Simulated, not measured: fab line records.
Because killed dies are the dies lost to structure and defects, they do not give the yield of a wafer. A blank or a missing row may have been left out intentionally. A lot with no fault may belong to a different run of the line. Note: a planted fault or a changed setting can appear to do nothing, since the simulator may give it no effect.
Which tool did it? -- flow gf180mcu -- 12 lots, 36 wafers sampled, at 4 steps of a route of 602

== WHAT THE GAUGES READ, wafer by wafer ==
GF_STI_THK_MEAS_04. Usual: STI_CVD_03_THK gives 207.1 nm (standard deviation 1.8).
lot,measured,on,STI_CVD_03_THK (nm),flag
L986,day 1 20:10,film metro-01,207.8 206.6 207.1,
L987,day 1 23:59,film metro-02,209.2 207.1 206.4,
L988,day 2 09:03,film metro-04,414.0 415.1 416.2,OFF
L992,day 3 00:34,film metro-02,205.5 205.7 206.1,
L994,day 3 14:22,film metro-02,417.6 417.0 418.6,OFF
L996,day 3 21:05,film metro-01,208.9 209.0 208.5,
L997,day 4 01:43,film metro-01,207.3 206.5 207.6,
L998,day 4 06:34,film metro-01,207.2 207.7 209.0,
L101,day 4 21:44,film metro-01,210.4 209.2 211.1,
L102,day 5 03:58,film metro-01,206.4 207.3 207.5,
L103,day 5 08:17,film metro-02,206.8 206.9 207.2,
L105,day 5 17:35,film metro-01,206.5 208.2 206.3,

GF_POLY_GATE_THK_MEAS_17. Usual: POLY_GATE_OXIDATION_THK gives 4.01 nm (standard deviation 0.084).
lot,measured,on,POLY_GATE_OXIDATION_THK (nm),flag
L986,day 9 11:33,film metro-04,4.11 4.08 4.00,
L987,day 9 16:57,film metro-01,4.01 4.16 4.07,
L992,day 11 05:09,film metro-03,4.14 4.15 4.08,
L996,day 12 12:42,film metro-01,3.93 3.96 3.86,
L997,day 12 19:11,film metro-04,3.89 3.89 3.94,
L998,day 13 04:56,film metro-03,4.13 4.05 4.10,
L101,day 14 01:04,film metro-01,3.80 3.82 3.90,
L102,day 14 07:02,film metro-04,3.96 4.00 3.95,
L103,day 14 13:36,film metro-01,3.96 3.97 3.96,
L105,day 15 04:09,film metro-03,3.95 4.01 3.94,

== WHAT TOOL EACH LOT RAN ON (gives the tool, then ch and the chambers of the sampled wafers, and finally the start) ==
lot,GF_STI_CVD_03,GF_STI_ETCH_13
L986,"lpcvd-01 ch 0, day 1 17:10","rie diel-03 ch 0,1,3, day 2 07:31"
L987,"lpcvd-02 ch 1, day 1 21:59","rie diel-01 ch 0,2,3, day 2 11:34"
L988,"lpcvd-02 ch 1, day 2 04:55","rie diel-01 ch 0,1,2, day 2 18:53"
L992,"lpcvd-01 ch 1, day 2 22:34","rie diel-02 ch 1,2, day 3 12:02"
L994,"lpcvd-02 ch 0, day 3 10:10","rie diel-01 ch 0,1,2, day 4 00:58"
L996,"lpcvd-02 ch 0, day 3 19:05","rie diel-02 ch 0,1,2, day 4 10:22"
L997,"lpcvd-01 ch 1, day 3 23:41","rie diel-03 ch 0,1, day 4 15:23"
L998,"lpcvd-02 ch 0, day 4 04:34","rie diel-03 ch 1,2,3, day 4 20:19"
L101,"lpcvd-01 ch 0, day 4 19:45","rie diel-01 ch 0,1,3, day 5 11:53"
L102,"lpcvd-01 ch 0, day 5 01:58","rie diel-02 ch 0,1,2, day 5 17:34"
L103,"lpcvd-01 ch 0, day 5 06:18","rie diel-02 ch 0,1,3, day 5 22:23"
L105,"lpcvd-01 ch 0, day 5 15:34","rie diel-03 ch 2,3, day 6 08:19"
- GF_STI_CVD_03: deposits Si3N4 from DCS/NH3, target thk 207.16 nm, time 3551 s.
- GF_STI_ETCH_13: etches the open film in CHF3/O2, stops on Si, target depth 282.31 nm, time 112.9 s.

== AS READ BY THE TOOLS THEMSELVES (means over the sampled wafers that have a number; for cases with no such wafer, the mark the record gives instead) ==
GF_STI_CVD_03. Usual: 783 C for spike tc top C, sd 3.7.
lot,tool,spike tc top C (C),flag
L986,lpcvd-01,782,
L987,lpcvd-02,778,
L988,lpcvd-02,778,
L992,lpcvd-01,784,
L994,lpcvd-02,788,
L996,lpcvd-02,787,
L997,lpcvd-01,783,
L998,lpcvd-02,787,
L101,lpcvd-01,783,
L102,lpcvd-01,782,
L103,lpcvd-01,781,
L105,lpcvd-01,782,

GF_STI_ETCH_13. Usual: drypump motor current A 5.8 A, standard deviation 0.44; oes product au 0.833 a.u., standard deviation 0.0057; rf fwd power W 596.3 W, standard deviation 2; throttle valve pct 8.809 %, standard deviation 0.0094.
lot,tool,drypump motor current A (A),oes product au (a.u.),rf fwd power W (W),throttle valve pct (%),flag
L986,rie diel-03,5.3,0.836,598.8,8.802,
L987,rie diel-01,6.1,0.832,595.5,8.804,
L988,rie diel-01,6.1,1.009,595.6,8.862,OFF
L992,rie diel-02,5.9,0.831,596.8,8.808,
L994,rie diel-01,6.1,0.996,596.9,8.865,OFF
L996,rie diel-02,5.9,0.837,597.8,8.805,
L997,rie diel-03,5.5,0.834,597.0,8.810,
L998,rie diel-03,5.7,0.835,596.6,8.796,
L101,rie diel-01,6.0,0.838,597.6,8.809,
L102,rie diel-02,5.9,0.838,594.6,8.808,
L103,rie diel-02,5.9,0.832,595.8,8.804,
L105,rie diel-03,5.4,0.829,597.1,8.812,

== THE ANSWER, worked out from the rows above alone ==
Rule: a lot is off if the mean of its wafers that have a number lies more than 3 standard deviations from the usual mean. A lot without any number at a reading at which 4 lots or more have one is off too. Any other lot the step has rows for is counted as sound. First the gauges in route order, then the tools' own readings, where a lot's mean is used as printed above. At the first step where some lot is off, the reading lying furthest off is the one used; lots without a number count as furthest.
Off: at GF_STI_THK_MEAS_04 (STI_CVD_03_THK), L988, L994.
A tool fits if, at a process step before that reading, it ran every lot that is off, and no sound lot after the first of them. Not tried: the gauges at GF_STI_THK_MEAS_04; whatever is off there is also off at GF_STI_ETCH_13, on other tools, and gauge error can't account for it. Not one of the candidates tried fits.

== WHAT HAD BEEN PUT IN BY THE SIMULATOR ==
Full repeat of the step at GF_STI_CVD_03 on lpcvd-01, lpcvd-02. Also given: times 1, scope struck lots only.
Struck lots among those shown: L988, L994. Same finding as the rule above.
